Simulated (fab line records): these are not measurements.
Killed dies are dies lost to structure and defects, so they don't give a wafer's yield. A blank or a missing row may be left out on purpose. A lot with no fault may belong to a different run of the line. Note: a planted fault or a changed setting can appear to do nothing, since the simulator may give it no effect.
Which tool did it?    flow sfqLine    7 lots (21 wafers sampled), 1 step of a 325-step route

## WHAT EACH GAUGE READ, for each wafer
SFQ_I1_BOW_MEAS_912.
lot   measured      on            I1_BOW (um)
L793  day 15 22:28  filmMetro-01  -3 11 4
L797  day 17 15:10  filmMetro-01  -1 -11 -4
L800  day 18 09:09  filmMetro-02  4 22 12
L803  day 19 09:09  filmMetro-01  -4 -17 -12
L805  day 19 21:08  filmMetro-04  -1 -5 6
L812  day 22 03:08  filmMetro-02  16 6 5
L815  day 23 00:08  filmMetro-04  -1 14 3

## WHAT TOOL EACH LOT RAN ON (gives the tool, then ch and the chambers of the sampled wafers, and finally the start)
The record shows no process step preceding these readings.

## THE ANSWER, worked out from the rows above alone
Rule: the usual values come from the lots themselves. The widest of any qualifying gaps counts: lots, ordered by their means at a reading, are off when they make up no more than a third of the lots, leave a main group of 4 or more, and stand apart from it by 3 or more times the standard deviation of that group's means. If all means in a main group match to the digits the tables above print for the reading, that group is not used. Also off: a lot with no number at a reading for which 4 or more lots have one. Any other lot the step has rows for is counted as sound.
None of the lots is off at any reading shown; this tells nothing.

## WHAT THE SIMULATOR PUT IN
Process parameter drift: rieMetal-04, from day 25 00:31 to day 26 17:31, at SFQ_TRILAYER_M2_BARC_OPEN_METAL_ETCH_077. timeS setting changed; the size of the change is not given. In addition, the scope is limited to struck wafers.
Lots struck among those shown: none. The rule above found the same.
